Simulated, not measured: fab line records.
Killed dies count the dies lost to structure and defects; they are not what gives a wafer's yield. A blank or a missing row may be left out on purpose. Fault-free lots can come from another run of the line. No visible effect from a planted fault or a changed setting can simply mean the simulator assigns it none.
fab line records ; flow sfqLine
record: lots: 7; wafers: 21; lastDay: 80
route steps=325 shown INCOMING@1 L0@3
lots that met no fault: taken from a fault-free run of the same line
startH: hours from the record's first day to the start of the lot's first wafer shown ; waitH: hours since the lot's step before ; " same as the row above ; L1.1+2: a single row standing in for several wafers ; - value missing, or start not given ; * or withheld: withheld ; < > ~ a bound
route shown NAME@n: a module of which the file shows steps, and the number in the route of the first ; usual: mean/standard deviation taken from wafers without a fault ; same: alike in all rows ; chamber/n: place in a boat ; sites: each site's reading ; _std_site: the values' standard deviation ; _edge_site: the outer-site mean with the inner-site mean subtracted ; radiusMm: how far each site lies from the wafer's centre ; mask NAME#n: copy n ; behind: tool/chamber where the wafer was last shaped ; hold: the reason the lot was held/the length of the hold in hours/how it ended ; device: names the non-switching transistor (n, p or np) ; end of line: the tests these same wafers got at the end of their route ; a step with no rows: only its recipe ; killed: dies that structure and defects cost at the first sort, which is not the same as the wafer's yield ; map: a wafer's dies, marking killed ones x, the rest . and places with no die _
set.NAME: the run value of the setting; set.NAME@STEP: its run value at that earlier step ; model.NAME: the simulator's own value behind a step, which no gauge read
a table for each step, a row for each wafer; lots at some steps of the route
services: the hour from which a tool's chamber was out of use, counted from the record's first day as startH (under 0 if before that day), plus the number of hours and why
== steps ==
step: SFQ_INCOMING_BOW_MEAS_900
recipe: mode: bow
usual: INCOMING_BOW: 0/6.6
lot.wafer;tool;chamber;startH;waitH;INCOMING_BOW[um]
L894.1;filmMetro-01;-;30.00;-;-3
L894.2;filmMetro-01;-;30.00;-;-2
L894.3;filmMetro-01;-;30.00;-;5
L896.3;filmMetro-04;-;40.04;-;8
L896.5;filmMetro-04;-;40.04;-;-11
L896.6;filmMetro-04;-;40.04;-;-3
L904.2;filmMetro-04;-;80.02;-;2
L904.4;filmMetro-04;-;80.02;-;2
L904.5;filmMetro-04;-;80.02;-;-4
L906.3;filmMetro-01;-;90.04;-;-3
L906.4;filmMetro-01;-;90.04;-;-3
L906.6;filmMetro-01;-;90.04;-;8
L907.1;filmMetro-01;-;95.00;-;6
L907.2;filmMetro-01;-;95.00;-;7
L907.4;filmMetro-01;-;95.00;-;-10
L910.1;filmMetro-04;-;110.00;-;7
L910.3;filmMetro-04;-;110.00;-;2
L910.6;filmMetro-04;-;110.00;-;-7
L913.2;filmMetro-04;-;125.02;-;-2
L913.4;filmMetro-04;-;125.02;-;-1
L913.6;filmMetro-04;-;125.02;-;10
step: SFQ_TRILAYER_INCOMING_OXIDATION_002
recipe: tempC: 1000; ambient: H2O; targetThkA: 5000; pH2oTorr: 720; oxTimeS: 4939
step: SFQ_TRILAYER_L0_DEP_SPUTTER_003
recipe: material: MoNx_KI; basePressurePa: 1.33e-06; targetThkNm: 40; powerW: 800; timeS: 100; chamberPressurePa: 0.4
usual: throttleValvePct: 30.4/1.1
lot.wafer;tool;chamber;startH;waitH;throttleValvePct
L894.1;pvdSputter-04;-;32.49;0.0;31.7
L894.2;pvdSputter-04;-;32.49;0.0;30.8
L894.3;pvdSputter-04;-;32.49;0.0;29.8
L894.1;pvdSputter-04;-;32.73;0.2;31.6
L894.2;pvdSputter-04;-;32.73;0.2;30.7
L894.3;pvdSputter-04;-;32.73;0.2;30.0
L896.3;pvdSputter-06;-;42.49;0.0;30.9
L896.5;pvdSputter-06;-;42.49;0.0;29.1
L896.6;pvdSputter-06;-;42.49;0.0;28.1
L896.3;pvdSputter-06;-;42.73;0.2;30.9
L896.5;pvdSputter-06;-;42.73;0.2;29.3
L896.6;pvdSputter-06;-;42.73;0.2;28.5
L904.2;pvdSputter-04;-;82.49;0.0;31.6
L904.4;pvdSputter-04;-;82.49;0.0;30.0
L904.5;pvdSputter-04;-;82.49;0.0;31.7
L904.2;pvdSputter-04;-;82.73;0.2;31.8
L904.4;pvdSputter-04;-;82.73;0.2;30.1
L904.5;pvdSputter-04;-;82.73;0.2;31.5
L906.3;pvdSputter-06;-;92.49;0.0;30.8
L906.4;pvdSputter-06;-;92.49;0.0;29.3
L906.6;pvdSputter-06;-;92.49;0.0;28.7
L907.1;pvdSputter-06;-;97.49;0.0;28.4
L907.2;pvdSputter-06;-;97.49;0.0;28.1
L907.4;pvdSputter-06;-;97.49;0.0;29.3
L910.1;pvdSputter-05;-;112.49;0.0;30.5
L910.3;pvdSputter-05;-;112.49;0.0;31.7
L910.6;pvdSputter-05;-;112.49;0.0;31.3
L913.2;pvdSputter-05;-;127.49;0.0;31.6
L913.4;pvdSputter-05;-;127.49;0.0;30.6
L913.6;pvdSputter-05;-;127.49;0.0;31.0
step: SFQ_L0_RS_MEAS_901
recipe: thkMeasGauge: four-point-probe; reads: MoNx_KI_of_TRILAYER_L0_DEP_SPUTTER_003
usual: L0_MONX_KI_RS: 43.7/0.6
lot.wafer;tool;chamber;startH;waitH;L0_MONX_KI_RS[ohm/sq]
L894.1;filmMetro-04;-;32.80;0.0;21.8
L894.2;filmMetro-04;-;32.80;0.0;22.0
L894.3;filmMetro-04;-;32.80;0.0;21.9
L896.3;filmMetro-03;-;42.84;0.1;21.4
L896.5;filmMetro-03;-;42.84;0.1;22.0
L896.6;filmMetro-03;-;42.84;0.1;22.0
L904.2;filmMetro-02;-;82.82;0.1;21.9
L904.4;filmMetro-02;-;82.82;0.1;22.4
L904.5;filmMetro-02;-;82.82;0.1;21.9
L906.3;filmMetro-03;-;92.60;0.1;42.8
L906.4;filmMetro-03;-;92.60;0.1;43.4
L906.6;filmMetro-03;-;92.60;0.1;43.4
L907.1;filmMetro-02;-;97.56;0.0;43.5
L907.2;filmMetro-02;-;97.56;0.0;43.6
L907.4;filmMetro-02;-;97.56;0.0;43.8
L910.1;filmMetro-02;-;112.56;0.0;43.3
L910.3;filmMetro-02;-;112.56;0.0;42.9
L910.6;filmMetro-02;-;112.56;0.0;42.9
L913.2;filmMetro-02;-;127.58;0.1;43.5
L913.4;filmMetro-02;-;127.58;0.1;44.2
L913.6;filmMetro-02;-;127.58;0.1;43.4
step: SFQ_L0_THK_MEAS_902
recipe: thkMeasGauge: xrf; reads: MoNx_KI_of_TRILAYER_L0_DEP_SPUTTER_003
usual: L0_MONX_KI_THK: 40.8/0.63
lot.wafer;tool;chamber;startH;waitH;L0_MONX_KI_THK[nm]
L894.1;filmMetro-04;-;32.92;0.1;81.9
L894.2;filmMetro-04;-;32.92;0.1;80.5
L894.3;filmMetro-04;-;32.92;0.1;80.8
L896.3;filmMetro-03;-;42.94;0.1;83.6
L896.5;filmMetro-03;-;42.94;0.1;81.5
L896.6;filmMetro-03;-;42.94;0.1;81.1
L904.2;filmMetro-02;-;82.93;0.1;82.7
L904.4;filmMetro-02;-;82.93;0.1;80.4
L904.5;filmMetro-02;-;82.93;0.1;81.9
L906.3;filmMetro-03;-;92.70;0.1;41.5
L906.4;filmMetro-03;-;92.70;0.1;41.1
L906.6;filmMetro-03;-;92.70;0.1;41.0
L907.1;filmMetro-02;-;97.68;0.1;41.0
L907.2;filmMetro-02;-;97.68;0.1;41.1
L907.4;filmMetro-02;-;97.68;0.1;40.6
L910.1;filmMetro-02;-;112.68;0.1;41.5
L910.3;filmMetro-02;-;112.68;0.1;41.7
L910.6;filmMetro-02;-;112.68;0.1;41.7
L913.2;filmMetro-02;-;127.69;0.1;41.4
L913.4;filmMetro-02;-;127.69;0.1;40.6
L913.6;filmMetro-02;-;127.69;0.1;41.4
step: SFQ_TRILAYER_L0_LITHO_COAT_010
recipe: resist: BARC; spinRpm: 3000; resistThkNm: 62
step: SFQ_TRILAYER_L0_LITHO_COAT_005
recipe: resist: KrF; spinRpm: 3000; resistThkNm: 600
step: SFQ_TRILAYER_L0_LITHO_SOFTBAKE_009
recipe: tempC: withheld; timeS: withheld; resist: KrF
step: SFQ_TRILAYER_L0_LITHO_EXPOSE_006
recipe: maskId: L0; na: 0.6; sourceShape: conventional; sigmaOuter: 0.65; targetCdNm: 2000; doseMj: 14.4
step: SFQ_TRILAYER_L0_LITHO_PEB_008
recipe: pebTempC: 115; pebTimeS: 60; resist: KrF
step: SFQ_TRILAYER_L0_LITHO_DEVELOP_007
recipe: timeS: 60; resist: KrF
step: SFQ_TRILAYER_L0_BARC_OPEN_METAL_ETCH_010
recipe: maskMaterial: PR; chemistry: O2; targetDepthNm: 125; target: BARC; icpW: 600; biasW: 80; pressureMtorr: 10; timeS: 41.7
usual: drypumpMotorCurrentA: 5.22/0.15; oesProductAu: 0.685/0.0047
lot.wafer;tool;chamber;startH;waitH;drypumpMotorCurrentA;oesProductAu;rfHoursCounterH
L894.1;rieMetal-04;0;84.22;0.1;5.06;0.691;112
L894.2;rieMetal-04;1;84.22;0.1;4.88;0.688;149
L894.3;rieMetal-04;1;84.22;0.1;4.84;0.684;-
L896.3;rieMetal-01;1;97.26;0.1;5.14;0.680;-
L896.5;rieMetal-01;1;97.26;0.1;5.15;0.684;-
L896.6;rieMetal-01;1;97.26;0.1;5.16;0.690;-
L904.2;rieMetal-03;0;143.60;0.1;5.28;0.678;105
L904.4;rieMetal-03;1;143.60;0.1;5.41;0.688;-
L904.5;rieMetal-03;0;143.60;0.1;5.29;0.682;-
L906.3;rieMetal-03;0;154.42;0.1;5.30;0.689;-
L906.4;rieMetal-03;1;154.42;0.1;5.41;0.686;-
L906.6;rieMetal-03;1;154.42;0.1;5.42;0.682;-
L907.1;rieMetal-01;0;162.35;0.1;5.07;0.682;9
L907.2;rieMetal-01;1;162.35;0.1;5.16;0.683;163
L907.4;rieMetal-01;1;162.35;0.1;5.16;0.684;-
L910.1;rieMetal-03;1;175.55;0.1;5.45;0.689;105
L910.3;rieMetal-03;1;175.55;0.1;5.44;0.682;-
L910.6;rieMetal-03;1;175.55;0.1;5.43;0.685;-
L913.2;rieMetal-01;0;191.15;0.1;5.06;0.673;14
L913.4;rieMetal-01;0;191.15;0.1;5.06;0.690;-
L913.6;rieMetal-01;1;191.15;0.1;5.19;0.680;-
step: SFQ_TRILAYER_L0_ETCH_METAL_ETCH_008
recipe: target: MoNx_KI; stopOn: SiO2; maskMaterial: PR; chemistry: SF6/O2; targetDepthNm: 50; icpW: 600; biasW: 80; pressureMtorr: 10; timeS: 25
usual: drypumpMotorCurrentA: 5.22/0.15; oesProductAu: 0.871/0.0075
lot.wafer;tool;chamber;startH;waitH;drypumpMotorCurrentA;oesProductAu;rfHoursCounterH;model.L0.featureDepthNm;model.etch.depthNm
L894.1;rieMetal-04;0;84.28;0.0;5.07;1.001;112;50.26;50.26
L894.2;rieMetal-04;1;84.28;0.0;4.84;1.022;149;51.56;51.56
L894.3;rieMetal-04;1;84.28;0.0;4.83;1.024;-;51.92;51.92
L896.3;rieMetal-01;1;97.37;0.1;5.13;1.029;-;51.68;51.68
L896.5;rieMetal-01;1;97.37;0.1;5.15;1.021;-;51.96;51.96
L896.6;rieMetal-01;1;97.37;0.1;5.12;1.024;-;51.66;51.66
L904.2;rieMetal-03;0;143.66;0.0;5.29;0.997;105;49.41;49.41
L904.4;rieMetal-03;1;143.66;0.0;5.41;1.006;-;50.13;50.13
L904.5;rieMetal-03;0;143.66;0.0;5.29;0.994;-;49.52;49.52
L906.3;rieMetal-03;0;154.47;0.0;5.31;0.871;-;40.65;40.65
L906.4;rieMetal-03;1;154.47;0.0;5.42;0.868;-;40.04;40.04
L906.6;rieMetal-03;1;154.47;0.0;5.41;0.873;-;40.01;40.01
L907.1;rieMetal-01;0;162.41;0.0;5.05;0.862;9;39.8;39.8
L907.2;rieMetal-01;1;162.41;0.0;5.17;0.877;163;39.85;39.85
L907.4;rieMetal-01;1;162.41;0.0;5.18;0.871;-;39.65;39.65
L910.1;rieMetal-03;1;175.67;0.1;5.38;0.878;105;40.12;40.12
L910.3;rieMetal-03;1;175.67;0.1;5.40;0.875;-;40.58;40.58
L910.6;rieMetal-03;1;175.67;0.1;5.39;0.876;-;40.49;40.49
L913.2;rieMetal-01;0;191.21;0.0;5.06;0.875;14;39.96;39.96
L913.4;rieMetal-01;0;191.21;0.0;5.05;0.872;-;39.27;39.27
L913.6;rieMetal-01;1;191.21;0.0;5.17;0.878;-;39.98;39.98
step: SFQ_TRILAYER_L0_STRIP_STRIP_009
recipe: gas: O2; powerW: 200; platenTempC: 40; overashFraction: 0.65; chemistry: O2; pressureMtorr: 50
usual: drypumpMotorCurrentA: 5.22/0.15; oesProductAu: 1.009/0.01
lot.wafer;tool;chamber;startH;waitH;drypumpMotorCurrentA;oesProductAu;rfHoursCounterH
L894.1;rieMetal-04;0;84.33;0.0;5.07;1.004;112
L894.2;rieMetal-04;1;84.33;0.0;4.81;1.024;149
L894.3;rieMetal-04;1;84.33;0.0;4.82;1.026;-
L896.3;rieMetal-01;1;97.83;0.4;5.18;1.018;-
L896.5;rieMetal-01;1;97.83;0.4;5.18;1.021;-
L896.6;rieMetal-01;1;97.83;0.4;5.17;1.015;-
L904.2;rieMetal-03;0;143.70;0.0;5.29;1.012;105
L904.4;rieMetal-03;1;143.70;0.0;5.42;1.022;-
L904.5;rieMetal-03;0;143.70;0.0;5.31;1.004;-
L906.3;rieMetal-03;0;154.70;0.2;5.32;1.005;-
L906.4;rieMetal-03;1;154.70;0.2;5.40;1.007;-
L906.6;rieMetal-03;1;154.70;0.2;5.43;1.010;-
L907.1;rieMetal-01;0;162.45;0.0;5.08;0.999;9
L907.2;rieMetal-01;1;162.45;0.0;5.17;1.016;163
L907.4;rieMetal-01;1;162.45;0.0;5.16;1.025;-
L910.1;rieMetal-03;1;175.76;0.1;5.40;1.005;105
L910.3;rieMetal-03;1;175.76;0.1;5.39;1.011;-
L910.6;rieMetal-03;1;175.76;0.1;5.40;1.012;-
L913.2;rieMetal-01;0;191.25;0.0;5.06;0.988;14
L913.4;rieMetal-01;0;191.25;0.0;5.05;0.997;-
L913.6;rieMetal-01;1;191.25;0.0;5.18;1.009;-
== services ==
tool;chamber;startH;hours;kind
rieMetal-04;-;8.66;1.4;repair
pvdSputter-05;2;16.61;-;consumableReplace:kit
pvdSputter-05;2;16.61;18.0;scheduledDown
pvdSputter-05;2;16.61;18.0;ventCycle
rieMetal-03;-;34.19;2.8;pm
rieMetal-04;-;63.48;15.6;pm
pvdSputter-05;-;89.18;1.8;repair
rieMetal-01;0;96.67;-;clean
rieMetal-01;0;96.67;15.5;scheduledDown
rieMetal-01;0;96.67;15.5;ventCycle
pvdSputter-06;-;102.04;9.1;repair
rieMetal-04;-;106.33;0.4;repair
pvdSputter-06;-;179.79;3.3;repair
pvdSputter-06;-;181.82;1.6;repair
pvdSputter-04;1;183.99;-;consumableReplace:kit
pvdSputter-04;1;183.99;18.0;scheduledDown
pvdSputter-04;1;183.99;18.0;ventCycle
== key ==
firstSign: step: SFQ_TRILAYER_L0_DEP_SPUTTER_003; reading: visit; direction: added
effect: step: SFQ_L0_RS_MEAS_901; reading: L0_MONX_KI_RS; direction: down; sigmas: 36; usual: 43.7; struck: 21.9
effect: step: SFQ_L0_THK_MEAS_902; reading: L0_MONX_KI_THK; direction: up; sigmas: 64; usual: 40.8; struck: 81.6
effect: step: SFQ_TRILAYER_L0_ETCH_METAL_ETCH_008; reading: oesProductAu; direction: up; sigmas: 19; usual: 0.871; struck: 1.013
modelEffect: step: SFQ_TRILAYER_L0_ETCH_METAL_ETCH_008; value: L0.featureDepthNm; without: 39.6; struck: 50.9
metAt SFQ_TRILAYER_L0_DEP_SPUTTER_003
struckWafers L894.1,L894.2,L894.3,L896.3,L896.5,L896.6,L904.2,L904.4,L904.5
fault: kind: repeatedStepWhole; tool: pvdSputter-04,pvdSputter-05,pvdSputter-06; chamber: -; onsetH: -; steps: SFQ_TRILAYER_L0_DEP_SPUTTER_003; times: 1; scope: struckLotsOnly
